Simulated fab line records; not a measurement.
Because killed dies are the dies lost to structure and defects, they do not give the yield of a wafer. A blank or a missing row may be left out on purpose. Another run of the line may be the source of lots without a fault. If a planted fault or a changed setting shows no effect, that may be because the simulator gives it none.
fab line records ; flow sky130
record: lots: 6; wafers: 17; last-day: 50
route steps=708 shown FIELD_ISO@3 PAD_OPEN@708
lots that met no fault: from a run of the same line without faults
start-h: the number of hours between the record's first day and the start of the first shown wafer of the lot ; wait-h: hours since the lot's step before ; " identical to the entry in the row above ; L1.1+2: several wafers, shown together as one row ; - either no value or no given start ; * or withheld: withheld ; < > ~ a bound
route shown NAME@n: NAME is a module with steps in the file, n the number in the route of the first one ; usual: mean and standard deviation over wafers with no fault ; same: alike in all rows ; chamber/n: place in a boat ; sites: the reading at each site ; _std_site: the values' standard deviation ; _edge_site: the outer-site mean with the inner-site mean subtracted ; radius-mm: for every site, how far away it sits from the centre of the wafer ; mask NAME#n: copy n ; behind: the tool/chamber that last shaped the wafer ; hold: cause of the lot's hold/its duration in hours/its outcome ; device: which transistor (n, p or np) failed to switch ; end of line: tests run on the same wafers once the route is complete ; for a step that has no rows: nothing shown but its recipe ; killed: count of dies lost to structure and defects at first sort (not the wafer's yield) ; map: a wafer's dies, x killed, . not, _ none there
set.NAME: the setting the step ran with; set.NAME@STEP: the setting that earlier step ran with ; model.NAME: the simulator's own value behind a step, which no gauge read
lots at selected steps of the route; one table per step, one row per wafer
services: a tool's chamber out of use, with start hour (start-h, from the record's first day; less than 0 if before it), hours out, and reason
== steps ==
step: SKY_FIELD_ISO_THK_MEAS_02
recipe: reads: SiO2_of_FIELD_ISO_OXIDATION_01
usual: FIELD_ISO_OXIDATION_00_THK: 12.2/0.31
lot.wafer;tool;chamber;start-h;wait-h;FIELD_ISO_OXIDATION_00_THK[nm]
L587.1;film-metro-01;-;36.63;0.0;12.7
L587.3;film-metro-01;-;36.63;0.0;12.3
L587.6;film-metro-01;-;36.63;0.0;12.4
L588.4;film-metro-02;-;41.66;0.0;12.1
L588.5;film-metro-02;-;41.66;0.0;12.3
L588.6;film-metro-02;-;41.66;0.0;12.2
L594.1;film-metro-01;-;72.40;0.0;11.7
L594.4;film-metro-01;-;72.40;0.0;11.8
L594.5;film-metro-01;-;72.40;0.0;11.6
L598.2;film-metro-02;-;91.87;0.0;11.9
L598.6;film-metro-02;-;91.87;0.0;11.8
L604.1;film-metro-04;-;123.55;0.0;12.3
L604.3;film-metro-04;-;123.55;0.0;12.2
L604.5;film-metro-04;-;123.55;0.0;12.3
L605.2;film-metro-01;-;127.88;0.0;12.4
L605.3;film-metro-01;-;127.88;0.0;12.6
L605.6;film-metro-01;-;127.88;0.0;12.5
step: SKY_FIELD_ISO_CVD_03
recipe: material: Si3N4; precursor: DCS/NH3; target-thk-nm: 165; temp-c: 770; time-s: 2830; pressure-mtorr: 250
step: SKY_FIELD_ISO_THK_MEAS_04
recipe: reads: Si3N4_of_FIELD_ISO_CVD_03
usual: FIELD_ISO_CVD_03_THK: 165.5/1.4
lot.wafer;tool;chamber;start-h;wait-h;FIELD_ISO_CVD_03_THK[nm]
L587.1;film-metro-01;-;38.93;0.0;165.7
L587.3;film-metro-01;-;38.93;0.0;165.0
L587.6;film-metro-01;-;38.93;0.0;165.6
L588.4;film-metro-04;-;44.44;0.0;165.7
L588.5;film-metro-04;-;44.44;0.0;165.6
L588.6;film-metro-04;-;44.44;0.0;165.8
L594.1;film-metro-04;-;74.25;0.0;165.6
L594.4;film-metro-04;-;74.25;0.0;165.8
L594.5;film-metro-04;-;74.25;0.0;164.2
L598.2;film-metro-01;-;93.72;0.0;166.0
L598.6;film-metro-01;-;93.72;0.0;164.7
L604.1;film-metro-04;-;128.24;0.0;166.5
L604.3;film-metro-04;-;128.24;0.0;165.6
L604.5;film-metro-04;-;128.24;0.0;166.4
L605.2;film-metro-01;-;131.24;0.0;167.1
L605.3;film-metro-01;-;131.24;0.0;166.7
L605.6;film-metro-01;-;131.24;0.0;166.6
step: SKY_FIELD_ISO_DEHYDRATE_05
recipe: temp-c: 200; time-s: 60
step: SKY_FIELD_ISO_HMDS_06
recipe: prime-time-s: 60; prime-temp-c: 120
step: SKY_FIELD_ISO_COAT_07
recipe: resist: BARC; temp-c: withheld; time-s: withheld; spin-rpm: 3000; resist-thk-nm: 60
step: SKY_FIELD_ISO_COAT_08
recipe: resist: KrF-thick; spin-rpm: 3000; resist-thk-nm: 450
step: SKY_FIELD_ISO_SOFTBAKE_09
recipe: temp-c: 100; time-s: 90; resist: KrF-thick
step: SKY_FIELD_ISO_EXPOSE_10
recipe: mask-id: FOM; na: 0.68; source-shape: annular; sigma-inner: 0.4; sigma-outer: 0.8; target-cd-nm: 150; dose-mj: 28
step: SKY_FIELD_ISO_PEB_11
recipe: peb-temp-c: withheld; peb-time-s: withheld; resist: KrF-thick
step: SKY_FIELD_ISO_DEVELOP_12
recipe: develop-time-s: 60; resist: KrF-thick; dev-temp-c: 21
step: SKY_FIELD_ISO_CD_MEAS_13
recipe: target-cd-nm: 150
usual: cd-nm: 150.4/1.5
lot.wafer;tool;chamber;start-h;wait-h;cd-nm
L587.1;cd-sem-02;-;54.59;-;151.1
L587.3;cd-sem-02;-;54.59;-;148.9
L587.6;cd-sem-02;-;54.59;-;148.9
L588.4;cd-sem-02;-;59.80;-;150.7
L588.5;cd-sem-02;-;59.80;-;152.7
L588.6;cd-sem-02;-;59.80;-;152.6
L594.1;cd-sem-02;-;90.65;-;149.9
L594.4;cd-sem-02;-;90.65;-;151.1
L594.5;cd-sem-02;-;90.65;-;150.2
L598.2;cd-sem-02;-;111.25;-;151.6
L598.6;cd-sem-02;-;111.25;-;151.5
L604.1;cd-sem-02;-;147.45;-;152.0
L604.3;cd-sem-02;-;147.45;-;152.0
L604.5;cd-sem-02;-;147.45;-;151.2
L605.2;cd-sem-01;-;150.37;-;153.1
L605.3;cd-sem-01;-;150.37;-;154.7
L605.6;cd-sem-01;-;150.37;-;154.0
step: SKY_FIELD_ISO_ETCH_14
recipe: chemistry: N2/H2; target: BARC; ion-energy-ev: 200; source-w: 500; bias-w: 100; pressure-mtorr: 30; n2-flow-sccm: 100; h2-flow-sccm: 200; stop-on: SiO2; time-s: 45.9; target-depth-a: 600
usual: drypump-motor-current-A: 5.7/0.54; oes-product-au: 0.856/0.0049; run-length-s: 74.3/0.38; throttle-valve-pct: 13.225/0.0095
lot.wafer;tool;chamber;start-h;wait-h;drypump-motor-current-A;oes-product-au;rf-hours-counter-h;run-length-s;throttle-valve-pct;model.KrF-thick_of_FIELD_ISO_COAT_08.thk-nm;model.FIELD_ISO.cd-nm
L587.1;rie-diel-01;0;54.71;0.1;4.9;0.859;5;74.1;13.235;394.8;151.1
L587.3;rie-diel-01;3;54.71;0.1;5.8;0.861;95;74.1;13.220;394.8;149
L587.6;rie-diel-01;2;54.71;0.1;4.8;0.856;-;75.0;13.224;395.3;149.2
L588.4;rie-diel-03;0;59.88;0.1;6.1;0.854;-;74.4;13.231;393.1;150.1
L588.5;rie-diel-03;2;59.88;0.1;5.8;0.858;-;73.9;13.219;393.1;152.2
L588.6;rie-diel-03;1;59.88;0.1;5.8;0.863;-;74.7;13.220;393.2;152.1
L594.1;rie-diel-03;3;90.77;0.1;4.7;0.853;0;74.8;13.224;392.5;149.1
L594.4;rie-diel-03;1;90.77;0.1;5.8;0.854;117;74.3;13.225;393.2;150.9
L594.5;rie-diel-03;3;90.77;0.1;4.8;0.871;-;74.9;13.216;393.5;148.8
L598.2;rie-diel-03;1;111.35;0.1;5.8;0.657;118;108.4;13.199;362.7;145.3
L598.6;rie-diel-03;3;111.35;0.1;4.8;0.858;-;74.7;13.212;393.8;150.9
L604.1;rie-diel-03;3;147.57;0.1;4.8;0.647;1;108.7;13.212;359.5;144.8
L604.3;rie-diel-03;0;147.57;0.1;6.1;0.859;101;74.4;13.221;394.2;151.6
L604.5;rie-diel-03;0;147.57;0.1;6.1;0.860;-;74.4;13.219;393.3;150.7
L605.2;rie-diel-01;1;150.47;0.1;6.3;0.852;9;74.4;13.208;391.5;153.3
L605.3;rie-diel-01;2;150.47;0.1;4.7;0.853;5;74.7;13.222;392.2;155.2
L605.6;rie-diel-01;2;150.47;0.1;4.8;0.859;-;74.7;13.221;391.3;154.4
step: SKY_FIELD_ISO_ETCH_15
recipe: chemistry: CHF3/O2; target-depth-nm: 180; stop-on: Si; source-w: 600; bias-w: 200; pressure-mtorr: 40; chf3-flow-sccm: 50; O2_flow_sccm: 5; time-s: 72
usual: drypump-motor-current-A: 5.7/0.54; oes-product-au: 0.948/0.0064; run-length-s: 100.4/0.41; throttle-valve-pct: 8.844/0.0087
lot.wafer;tool;chamber;start-h;wait-h;drypump-motor-current-A;oes-product-au;rf-hours-counter-h;run-length-s;throttle-valve-pct;model.KrF-thick_of_FIELD_ISO_COAT_08.thk-nm
L587.1;rie-diel-01;0;54.75;0.0;4.9;0.946;5;100.2;8.847;238.6
L587.3;rie-diel-01;3;54.75;0.0;5.8;0.941;95;100.6;8.829;239.4
L587.6;rie-diel-01;2;54.75;0.0;4.8;0.939;-;101.5;8.839;239
L588.4;rie-diel-03;0;59.93;0.0;6.1;0.950;-;100.3;8.843;236.9
L588.5;rie-diel-03;2;59.93;0.0;5.7;0.947;-;100.3;8.847;236.3
L588.6;rie-diel-03;1;59.93;0.0;5.8;0.951;-;100.3;8.841;234.7
L594.1;rie-diel-03;3;90.82;0.0;4.7;0.948;0;100.7;8.839;234.1
L594.4;rie-diel-03;1;90.82;0.0;5.8;0.952;117;100.9;8.848;233.9
L594.5;rie-diel-03;3;90.82;0.0;4.7;0.941;-;100.8;8.842;235.2
L598.2;rie-diel-03;1;111.40;0.0;5.8;0.947;118;100.6;8.865;205.8
L598.6;rie-diel-03;3;111.40;0.0;4.8;0.944;-;101.3;8.842;236.2
L604.1;rie-diel-03;3;147.62;0.0;4.7;0.948;2;100.7;8.839;200.7
L604.3;rie-diel-03;0;147.62;0.0;6.1;0.950;101;100.4;8.831;237.5
L604.5;rie-diel-03;0;147.62;0.0;6.1;0.953;-;100.6;8.847;238
L605.2;rie-diel-01;1;150.52;0.0;6.4;0.954;9;99.6;8.843;233.7
L605.3;rie-diel-01;2;150.52;0.0;4.7;0.952;5;100.7;8.849;233.6
L605.6;rie-diel-01;2;150.52;0.0;4.8;0.955;-;101.1;8.843;232.7
step: SKY_FIELD_ISO_STRIP_16
recipe: chemistry: O2/N2; power-w: 1400; pressure-mtorr: 1500; platen-temp-c: withheld; o2-flow-sccm: 3000; n2-flow-sccm: 300; overash-fraction: 0.5
usual: drypump-motor-current-A: 5.5/0.5; oes-product-au: 0.378/0.0051; strip-time-to-endpoint-s: 3.54/0.032
lot.wafer;tool;chamber;start-h;wait-h;drypump-motor-current-A;oes-product-au;rf-hours-counter-h;strip-time-to-endpoint-s
L587.1;plasma-asher-04;0;54.81;0.0;5.2;0.376;23;3.57
L587.3;plasma-asher-04;0;54.81;0.0;5.2;0.377;-;3.57
L587.6;plasma-asher-04;0;54.81;0.0;5.2;0.382;-;3.58
L588.4;plasma-asher-04;0;59.99;0.0;5.2;0.385;-;3.56
L588.5;plasma-asher-04;0;59.99;0.0;5.2;0.381;-;3.55
L588.6;plasma-asher-04;1;59.99;0.0;5.1;0.383;-;3.53
L594.1;plasma-asher-04;0;90.87;0.0;5.2;0.373;27;3.51
L594.4;plasma-asher-04;1;90.87;0.0;5.1;0.380;-;3.51
L594.5;plasma-asher-04;1;90.87;0.0;5.1;0.378;-;3.53
L598.2;plasma-asher-03;1;111.45;0.0;5.9;0.368;43;3.21
L598.6;plasma-asher-03;1;111.45;0.0;5.9;0.377;-;3.53
L604.1;plasma-asher-03;0;147.67;0.0;6.4;0.367;47;3.18
L604.3;plasma-asher-03;1;147.67;0.0;5.9;0.379;-;3.56
L604.5;plasma-asher-03;0;147.67;0.0;6.5;0.381;-;3.57
L605.2;plasma-asher-03;1;150.57;0.0;5.9;0.377;47;3.52
L605.3;plasma-asher-03;0;150.57;0.0;6.5;0.375;-;3.52
L605.6;plasma-asher-03;0;150.57;0.0;6.5;0.382;-;3.51
step: SKY_FIELD_ISO_ETCH_17
recipe: target-depth-a: 3420; mask-material: Si3N4; chemistry: HBr/Cl2/O2; target: Si; taper-deg: 5; icp-w: 600; bias-w: 150; pressure-mtorr: 15; HBr_flow_sccm: 150; Cl2_flow_sccm: 40; O2_flow_sccm: 6; time-s: 97.7
usual: drypump-motor-current-A: 5.8/0.35; oes-product-au: 1.003/0.0068; run-length-s: 126.0/0.48; throttle-valve-pct: 25.656/0.009
lot.wafer;tool;chamber;start-h;wait-h;drypump-motor-current-A;oes-product-au;rf-hours-counter-h;run-length-s;throttle-valve-pct;model.FIELD_ISO.cd-nm
L587.1;rie-si-01;2;54.91;0.1;5.9;1.010;16;126.3;25.653;150.4
L587.3;rie-si-01;3;54.91;0.1;6.2;1.001;24;126.0;25.646;148.4
L587.6;rie-si-01;1;54.91;0.1;5.5;1.002;-;125.4;25.675;147.8
L588.4;rie-si-02;3;60.06;0.0;5.4;0.999;105;126.2;25.650;150.1
L588.5;rie-si-02;3;60.06;0.0;5.4;0.991;-;126.2;25.648;151.6
L588.6;rie-si-02;0;60.06;0.0;6.4;0.997;-;126.8;25.658;150.9
L594.1;rie-si-01;2;90.97;0.1;6.0;1.003;17;126.4;25.674;147.8
L594.4;rie-si-01;3;90.97;0.1;6.2;1.013;24;126.0;25.669;149.7
L594.5;rie-si-01;2;90.97;0.1;5.9;0.996;-;126.5;25.637;148.5
L598.2;rie-si-02;2;111.55;0.1;6.2;1.010;34;126.5;25.648;144.8
L598.6;rie-si-02;0;111.55;0.1;6.4;1.004;-;126.7;25.645;149.5
L604.1;rie-si-02;0;147.77;0.1;6.4;1.005;72;126.7;25.658;142.8
L604.3;rie-si-02;3;147.77;0.1;5.4;1.003;105;125.9;25.645;150.7
L604.5;rie-si-02;3;147.77;0.1;5.4;0.996;-;125.8;25.666;150.1
L605.2;rie-si-01;2;150.67;0.1;5.9;1.005;17;126.1;25.653;153.7
L605.3;rie-si-01;0;150.67;0.1;5.6;1.001;108;126.0;25.652;154.9
L605.6;rie-si-01;0;150.67;0.1;5.6;1.007;-;125.8;25.666;153.6
step: SKY_FIELD_ISO_WET_ETCH_18
recipe: chemistry: H3PO4; target-depth-nm: 25; temp-c: 160; target: Si3N4; time-s: 286
step: SKY_PAD_OPEN_PROBE_99
usual: killed_at_M0_to_M3: 44/7; killed_at_M4_up: 3.2/1.8; killed-at-contacts: 24/5.1; killed-at-front-end: 15/4.3; killed-at-other: 0.3/0.5; killed-dies: 86/9.6; killed-open: 48/7.1; killed-short: 38/6.7
same: gross-dies: 492; killed-at-back-side: 0
lot.wafer;tool;chamber;start-h;wait-h;killed_at_M0_to_M3;killed_at_M4_up;killed-at-contacts;killed-at-front-end;killed-at-other;killed-dies;killed-open;killed-short;model.etest.res-pdiff.line-ohm-um;model.etest.res-ndiff.line-ohm-um;model.etest.res-ndiff.width-nm;model.etest.res-pdiff.width-nm
L587.1;prober-02;-;1102.36;0.1;46;3;24;13;0;86;53;32;1408;770;157.5;145.5
L587.3;prober-02;-;1102.46;0.2;55;2;36;14;0;107;51;56;1420;788;156.8;144.2
L587.6;prober-02;-;1102.61;0.2;51;3;27;11;1;93;49;44;1409;787;155;142.1
L588.4;prober-01;-;1113.81;0.2;39;5;28;11;0;83;47;34;1389;775.4;157.9;144.5
L588.5;prober-01;-;1113.86;0.2;49;6;25;19;1;100;58;41;1371;773.3;158.3;145.5
L588.6;prober-01;-;1113.91;0.2;47;1;20;16;0;84;46;37;1393;756;158.4;144.9
L594.1;prober-01;-;1148.95;0.1;50;3;26;11;1;91;46;43;1391;764.3;154.9;142.5
L594.4;prober-01;-;1149.10;0.2;41;3;21;18;0;83;42;38;1382;759;156.1;144.4
L594.5;prober-01;-;1149.15;0.2;51;3;28;19;0;101;53;47;1383;766.2;155.1;143
L598.2;prober-01;-;1166.61;0.1;42;2;22;30;0;96;44;52;1402;786.6;152.5;139.7
L598.6;prober-01;-;1166.81;0.2;40;5;33;14;0;92;49;42;1360;775.5;156.7;143.6
L604.1;prober-01;-;1199.27;0.1;47;2;26;17;0;92;48;44;1431;792.9;150.2;136.6
L604.3;prober-01;-;1199.37;0.2;39;4;29;15;1;88;35;52;1357;744.9;158;145.7
L604.5;prober-01;-;1199.47;0.2;55;5;26;9;0;95;44;50;1364;756.5;157.7;144.6
L605.2;prober-02;-;1203.20;0.1;44;4;26;10;0;84;57;27;1335;752.3;161.2;147.7
L605.3;prober-02;-;1203.25;0.2;33;6;30;14;1;84;45;39;1325;747.1;161.9;149.5
L605.6;prober-02;-;1203.40;0.2;49;6;27;21;0;103;60;43;1324;747.4;160.4;148.3
killed by level:class
L587.1 CONTACT:geometric-particle:open=10 VIA1:geometric-particle:open=10 VIA3:geometric-particle:open=9 LI_CONTACT:geometric-particle:open=6 CONTACT:geometric-particle:short=6 VIA2:geometric-particle:short=5 METAL1:geometric-particle:short=5 VIA2:geometric-particle:open=5
L587.3 CONTACT:geometric-particle:open=15 METAL1:geometric-particle:short=10 VIA1:geometric-particle:open=9 VIA1:geometric-particle:short=8 LI_CONTACT:geometric-particle:open=7 CONTACT:geometric-particle:short=7 METAL2:geometric-particle:short=6 VIA3:geometric-particle:open=6
L587.6 CONTACT:geometric-particle:open=11 VIA1:geometric-particle:open=11 METAL1:geometric-particle:short=7 VIA2:geometric-particle:open=7 VIA3:geometric-particle:open=7 LI_CONTACT:geometric-particle:open=6 LOCAL_INTERCONNECT:geometric-particle:short=5 VIA1:geometric-particle:short=5
L588.4 CONTACT:geometric-particle:open=14 VIA1:geometric-particle:open=7 LI_CONTACT:geometric-particle:open=6 VIA3:geometric-particle:open=6 VIA2:geometric-particle:open=5 FIELD_ISO:geometric-particle:short=4 METAL1:geometric-particle:short=4 VIA2:geometric-particle:short=4
L588.5 VIA1:geometric-particle:open=12 CONTACT:geometric-particle:open=10 LI_CONTACT:geometric-particle:open=8 VIA3:geometric-particle:open=7 FIELD_ISO:geometric-particle:open=6 VIA2:geometric-particle:open=6 METAL3:geometric-particle:short=6 CONTACT:geometric-particle:short=5
L588.6 VIA1:geometric-particle:open=13 VIA2:geometric-particle:open=8 CONTACT:geometric-particle:short=7 CONTACT:geometric-particle:open=6 FIELD_ISO:geometric-particle:open=5 VIA1:geometric-particle:short=5 LI_CONTACT:geometric-particle:open=4 METAL1:geometric-particle:short=4
L594.1 LI_CONTACT:geometric-particle:open=11 METAL2:geometric-particle:short=9 METAL1:geometric-particle:short=8 VIA1:geometric-particle:open=8 VIA3:geometric-particle:open=8 CONTACT:geometric-particle:open=7 VIA1:geometric-particle:short=7 LOCAL_INTERCONNECT:geometric-particle:short=4
L594.4 VIA3:geometric-particle:open=8 METAL2:geometric-particle:short=8 CONTACT:geometric-particle:open=7 FIELD_ISO:geometric-particle:open=5 CONTACT:geometric-particle:short=5 VIA2:geometric-particle:open=5 METAL1:geometric-particle:short=4 VIA1:geometric-particle:short=4
L594.5 VIA1:geometric-particle:open=14 LI_CONTACT:geometric-particle:open=10 CONTACT:geometric-particle:open=9 METAL2:geometric-particle:short=7 VIA2:geometric-particle:open=6 VIA1:geometric-particle:short=6 FIELD_ISO:geometric-particle:open=5 FIELD_ISO:geometric-particle:short=5
L598.2 CONTACT:geometric-particle:open=11 FIELD_ISO:geometric-particle:short=8 POLY_GATE:geometric-particle:short=8 FIELD_ISO:geometric-particle:open=6 METAL1:geometric-particle:short=6 VIA1:geometric-particle:open=6 VIA2:geometric-particle:open=6 METAL3:geometric-particle:short=6
L598.6 CONTACT:geometric-particle:open=11 VIA1:geometric-particle:open=10 LI_CONTACT:geometric-particle:open=8 METAL3:geometric-particle:short=6 CONTACT:geometric-particle:short=6 METAL2:geometric-particle:short=5 VIA3:geometric-particle:open=5 POLY_GATE:geometric-particle:open=4
L604.1 CONTACT:geometric-particle:open=10 VIA1:geometric-particle:open=10 VIA3:geometric-particle:open=8 POLY_GATE:geometric-particle:short=7 VIA2:geometric-particle:open=6 CONTACT:geometric-particle:short=6 FIELD_ISO:geometric-particle:short=4 FIELD_ISO:geometric-particle:open=4
L604.3 METAL1:geometric-particle:short=12 CONTACT:geometric-particle:open=11 VIA1:geometric-particle:open=8 LI_CONTACT:geometric-particle:open=7 METAL2:geometric-particle:short=5 FIELD_ISO:geometric-particle:short=4 POLY_GATE:geometric-particle:short=4 SPACER:geometric-particle:short=4
L604.5 CONTACT:geometric-particle:open=8 VIA3:geometric-particle:open=8 CONTACT:geometric-particle:short=7 VIA1:geometric-particle:open=7 METAL2:geometric-particle:short=7 VIA2:geometric-particle:open=7 LI_CONTACT:geometric-particle:open=6 METAL3:geometric-particle:short=6
L605.2 LI_CONTACT:geometric-particle:open=11 VIA2:geometric-particle:open=11 CONTACT:geometric-particle:open=8 VIA1:geometric-particle:open=7 METAL2:geometric-particle:open=5 VIA3:geometric-particle:open=5 METAL2:geometric-particle:short=4 VIA2:geometric-particle:short=4
L605.3 POLY_GATE:geometric-particle:open=8 LI_CONTACT:geometric-particle:open=8 LOCAL_INTERCONNECT:geometric-particle:short=8 VIA2:geometric-particle:open=7 VIA1:geometric-particle:open=7 CONTACT:geometric-particle:open=6 METAL4:geometric-particle:short=6 METAL1:geometric-particle:short=4
L605.6 CONTACT:geometric-particle:open=15 VIA1:geometric-particle:open=10 VIA3:geometric-particle:open=9 METAL1:geometric-particle:short=7 VIA2:geometric-particle:open=7 POLY_GATE:geometric-particle:open=6 LI_CONTACT:geometric-particle:open=6 POLY_GATE:geometric-particle:short=4
== services ==
tool;chamber;start-h;hours;kind
rie-diel-03;3;58.23;-;clean
rie-diel-03;3;58.23;16.8;scheduled-down
rie-diel-03;3;58.23;16.8;vent-cycle
rie-diel-03;0;78.66;6.0;repair
rie-diel-03;-;120.30;0.9;repair
plasma-asher-04;-;142.21;0.7;repair
== key ==
first-sign: step: SKY_FIELD_ISO_ETCH_14; reading: run-length-s; direction: up; sigmas: 91; usual: *; struck: *
effect: step: SKY_FIELD_ISO_ETCH_14; reading: oes-product-au; direction: down; sigmas: 42; usual: 0.856; struck: 0.652
effect: step: SKY_FIELD_ISO_STRIP_16; reading: strip-time-to-endpoint-s; direction: down; sigmas: 11; usual: *; struck: *
model-effect: step: SKY_FIELD_ISO_ETCH_14; value: KrF-thick_of_FIELD_ISO_COAT_08.thk-nm; without: 394.1; struck: 361.1
model-effect: step: SKY_FIELD_ISO_ETCH_15; value: KrF-thick_of_FIELD_ISO_COAT_08.thk-nm; without: 236.2; struck: 203.2
model-effect: step: SKY_FIELD_ISO_ETCH_17; value: FIELD_ISO.cd-nm; without: 150.3; struck: 143.8
model-effect: step: SKY_PAD_OPEN_PROBE_99; value: etest.res-pdiff.line-ohm-um; without: 1353; struck: 1417
met-at SKY_FIELD_ISO_ETCH_14
struck-wafers L598.2,L604.1
tester-left-out L598,L604
onset-between 90.77 111.35
fault: kind: process-parameter-drift; tool: rie-diel-03; chamber: -; onset-h: 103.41; steps: SKY_FIELD_ISO_ETCH_14; channel: time-s; offset: *; shape: step; end-h: 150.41; scope: struck-wafers-only; acts-in: *; stated: *
tester-left-out: of these lots the tester's yield and bins aren't shown, on N5 and GAA mostly nor the transistor test; their killed dies are dies lost to structure and defects alone, not to doping, threshold or leakage, so they don't give the yield
